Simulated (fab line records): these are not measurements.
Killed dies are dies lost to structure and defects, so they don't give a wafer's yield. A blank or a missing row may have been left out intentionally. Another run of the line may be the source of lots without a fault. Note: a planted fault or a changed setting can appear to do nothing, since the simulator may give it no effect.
Tool commonality check | flow gf180mcu | Sample size 13 lots and 39 wafers

WHAT PROMPTED THE OPENING
At GF_DNWELL_TW_MEAS_09 the reading DNWELL_TW is flagged on 2 of 13 lots. Fault-free wafers read 1335, with a standard deviation of 20.
Rule: a lot is flagged when every wafer of it that has a number lies more than 4 standard deviations from that mean, or none has a number. As for the other lots, they are considered sound.

lot  | measured    | on           | DNWELL_TW, wafer by wafer | flag
L980 | day 2 21:46 | filmMetro-02 | 1377 1384 1381            | 
L981 | day 3 02:40 | filmMetro-03 | 1314 1322 1311            | 
L982 | day 3 05:35 | filmMetro-03 | 1319 1321 1313            | 
L983 | day 3 13:43 | filmMetro-01 | 1325 1331 1323            | 
L984 | day 3 19:02 | filmMetro-01 | 1330 1341 1334            | 
L985 | day 3 23:02 | filmMetro-01 | 1328 1333 1330            | 
L986 | day 4 02:38 | filmMetro-01 | 1337 1334 1334            | 
L987 | day 4 06:18 | filmMetro-01 | 1335 1334 1337            | 
L990 | day 5 00:17 | filmMetro-03 | 1314 1318 1317            | 
L993 | day 5 15:14 | filmMetro-02 | 1483 1492 1486            | FLAGGED
L995 | day 6 01:38 | filmMetro-03 | 1440 1437 1429            | FLAGGED
L999 | day 6 22:59 | filmMetro-03 | 1342 1342 1347            | 
L101 | day 7 09:20 | filmMetro-03 | 1310 1308 1311            | 
The numbers of the flagged lots are 1461 on average: +126 against the usual, or +6 standard deviations.

EACH LOT AND THE TOOL IT RAN ON
2 process steps preceding the reading are held in the record, out of 602 steps in the route. In each cell: the tool, then ch and the chambers that the sampled wafers went through, then the start.
lot  | flag    | GF_STI_STRIP_15                    | GF_DNWELL_IMPLANT_07
L980 |         | plasmaAsher-02 ch 0,1, day 2 01:29 | implanter-01 ch 0, day 2 21:32
L981 |         | plasmaAsher-02 ch 0,1, day 2 06:10 | implanter-04 ch 0, day 3 02:26
L982 |         | plasmaAsher-02 ch 0,1, day 2 10:46 | implanter-04 ch 0, day 3 05:22
L983 |         | plasmaAsher-02 ch 0,1, day 2 20:30 | implanter-04 ch 0, day 3 13:29
L984 |         | plasmaAsher-02 ch 0,1, day 3 01:04 | implanter-01 ch 0, day 3 18:47
L985 |         | plasmaAsher-04 ch 0,1, day 3 03:37 | implanter-04 ch 0, day 3 22:47
L986 |         | plasmaAsher-01 ch 0, day 3 09:55   | implanter-01 ch 0, day 4 02:23
L987 |         | plasmaAsher-01 ch 0, day 3 12:55   | implanter-01 ch 0, day 4 06:04
L990 |         | plasmaAsher-04 ch 0, day 4 04:56   | implanter-01 ch 0, day 5 00:02
L993 | FLAGGED | plasmaAsher-02 ch 0,1, day 4 20:07 | implanter-03 ch 0, day 5 14:59
L995 | FLAGGED | plasmaAsher-01 ch 0,1, day 5 06:25 | implanter-03 ch 0, day 6 01:23
L999 |         | plasmaAsher-04 ch 1, day 6 03:30   | implanter-01 ch 0, day 6 22:44
L101 |         | plasmaAsher-04 ch 0,1, day 6 13:07 | implanter-04 ch 0, day 7 09:05
What these steps do:
- GF_STI_STRIP_15: strips in O2/N2.
- GF_DNWELL_IMPLANT_07
- GF_DNWELL_TW_MEAS_09

FLAGGED OVER TOTAL, TOOL BY TOOL (the gauges that took the reading come last)
step                 | tool           | lots run | flagged | share of the flagged lots | sound lots run after its first flagged lot
GF_STI_STRIP_15      | plasmaAsher-01 | 3        | 1       | some                      | 0
GF_STI_STRIP_15      | plasmaAsher-02 | 6        | 1       | some                      | 0
GF_STI_STRIP_15      | plasmaAsher-04 | 4        | 0       | none                      | -
GF_DNWELL_IMPLANT_07 | implanter-01   | 6        | 0       | none                      | -
GF_DNWELL_IMPLANT_07 | implanter-03   | 2        | 2       | all                       | 0
GF_DNWELL_IMPLANT_07 | implanter-04   | 5        | 0       | none                      | -
GF_DNWELL_TW_MEAS_09 | filmMetro-01   | 5        | 0       | none                      | -
GF_DNWELL_TW_MEAS_09 | filmMetro-02   | 2        | 1       | some                      | 0
GF_DNWELL_TW_MEAS_09 | filmMetro-03   | 6        | 1       | some                      | 2 (L999,L101)

WHAT THE TABLE ALLOWS
1 row of the table ran every flagged lot: implanter-03 at GF_DNWELL_IMPLANT_07.
- implanter-03 at GF_DNWELL_IMPLANT_07: 2 of its 2 lots flagged. No sound lot ran on it before its first flagged lot in this sample; the start therefore can't be narrowed down. Its own readings (beamOnS, endStationPressureTorr, faradayCurrentUA) fall more than 4 standard deviations out on all wafers of the flagged lots.
Left over: one tool, implanter-03 at GF_DNWELL_IMPLANT_07.

WHAT THE SIMULATOR HAD PUT IN
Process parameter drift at GF_DNWELL_IMPLANT_07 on implanter-03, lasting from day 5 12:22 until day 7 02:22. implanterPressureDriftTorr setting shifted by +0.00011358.
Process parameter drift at GF_DNWELL_IMPLANT_07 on implanter-03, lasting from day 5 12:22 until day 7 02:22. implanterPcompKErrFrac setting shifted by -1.
Lots struck among those shown: L993, L995. The rule above reached the same finding.
